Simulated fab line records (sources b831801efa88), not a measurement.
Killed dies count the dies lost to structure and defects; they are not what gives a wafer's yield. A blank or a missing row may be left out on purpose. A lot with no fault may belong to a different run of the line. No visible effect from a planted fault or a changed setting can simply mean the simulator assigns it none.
Struck lot and sound lot, side by side :: flow sky130 :: 15 out of 708 route steps
Sound: these wafers, L335.1, L335.4, L335.5. The struck wafers were L344.1, L344.2, L344.4. The cause is named last.
At each step with rows: each side's tool, then ch and its chambers, then its first start. Under that, the readings that differ: sound wafers :: struck wafers :: difference of the means :: sigmas: that difference in standard deviations of wafers without a fault.
alike: readings whose means differ by less than 2 such deviations, and words and numbers that are the same on both sides. not compared: withheld readings, readings that some wafer has no value for, bounds like >300 that may hide the same value, and numbers for which the record gives no deviation and whose values overlap.
A row with sigmas, a row that says differs or no value, or rows on one side alone: a step with any of these is where the two part. Numbers that have no deviation but don't overlap get no sigmas and don't part them. Lack of a reading on every wafer of one side parts them only where that side has two or more wafers.

first, 1 step without rows for these wafers: SKY_SONOS_TUNNEL_STRIP_11 (strips in SPM, time 600 s).
SKY_SONOS_TUNNEL_TW_MEAS_12:
  struck on film_metro-02, day 14 15:04; sound on film_metro-02, day 11 20:19
  alike: SONOS_TUNNEL_TW
then, 2 steps without rows for these wafers: SKY_SONOS_TUNNEL_CLEAN_13 (cleans in dHF, time 20 s); SKY_SONOS_ONO_OXIDATION_00 (stabilise 600 s, purge 300 s, target thk 2.6 nm).
SKY_SONOS_ONO_THK_MEAS_01:
  struck on film_metro-01, day 14 17:04; sound on film_metro-01, day 11 22:40
  alike: SONOS_ONO_OXIDATION_THK
then, 1 step without rows for these wafers: SKY_SONOS_ONO_CVD_02 (deposits Si3N4 from DCS/NH3, target thk 10.5 nm, time 180 s).
SKY_SONOS_ONO_THK_MEAS_03:
  struck on film_metro-03, day 14 18:37; sound on film_metro-03, day 12 01:26
  alike: SONOS_ONO_CVD_02_THK
then, 1 step without rows for these wafers: SKY_SONOS_ONO_CVD_04 (deposits SiO2 from SiH4/N2O, target thk 5.7199 nm).
SKY_SONOS_ONO_THK_MEAS_05:
  struck on film_metro-03, day 14 19:56; sound on film_metro-03, day 12 02:45
reading: SONOS_ONO_CVD_04_THK (nm)
sound: 5.68 5.67 5.51
struck: 6.00 5.90 5.81
difference: +0.28
sigmas: +2
then, 3 steps without rows for these wafers: SKY_SONOS_ONO_DEHYDRATE_06 (time 60 s); SKY_SONOS_ONO_HMDS_07 (prime time 60 s); SKY_SONOS_ONO_COAT_08 (resist thk 1140 nm).
SKY_SONOS_ONO_SOFTBAKE_09: time 60 s.
  sound on litho_track-02 ch 0, day 12 15:06; struck on litho_track-01 ch 0, day 15 09:23
reading: heater_power_total_W (W)
sound: 56.61 56.59 56.56
struck: 60.69 60.64 60.61
difference: +4.06
sigmas: +94

reading: run_length_s (s)
sound: 89.13 89.13 89.30
struck: 77.21 77.34 77.27
difference: -11.91
sigmas: -70
then, 1 step without rows for these wafers: SKY_SONOS_ONO_EXPOSE_10 (exposes mask ONOM, target cd 410 nm).
-- the record jumps here: 33 days lie between the struck wafers' starts before and after (it left off in module SONOS_ONO and takes up again in module PAD_OPEN, whose first step shown is number 708 of the route) --
SKY_PAD_OPEN_PROBE_99:
  struck on prober-02, day 48 05:16; sound on prober-02, day 46 01:50
  alike: killed_at_M0_to_M3, killed_at_M4_up, killed_at_contacts, killed_at_front_end, killed_at_other, killed_dies, killed_open, killed_short

== WHERE THEY PART ==
Last at SKY_SONOS_ONO_SOFTBAKE_09 as far as this record goes, first at SKY_SONOS_ONO_THK_MEAS_05. Later steps at which nothing parts them and some readings are alike: SKY_PAD_OPEN_PROBE_99.

WHY: what had been put in by the simulator
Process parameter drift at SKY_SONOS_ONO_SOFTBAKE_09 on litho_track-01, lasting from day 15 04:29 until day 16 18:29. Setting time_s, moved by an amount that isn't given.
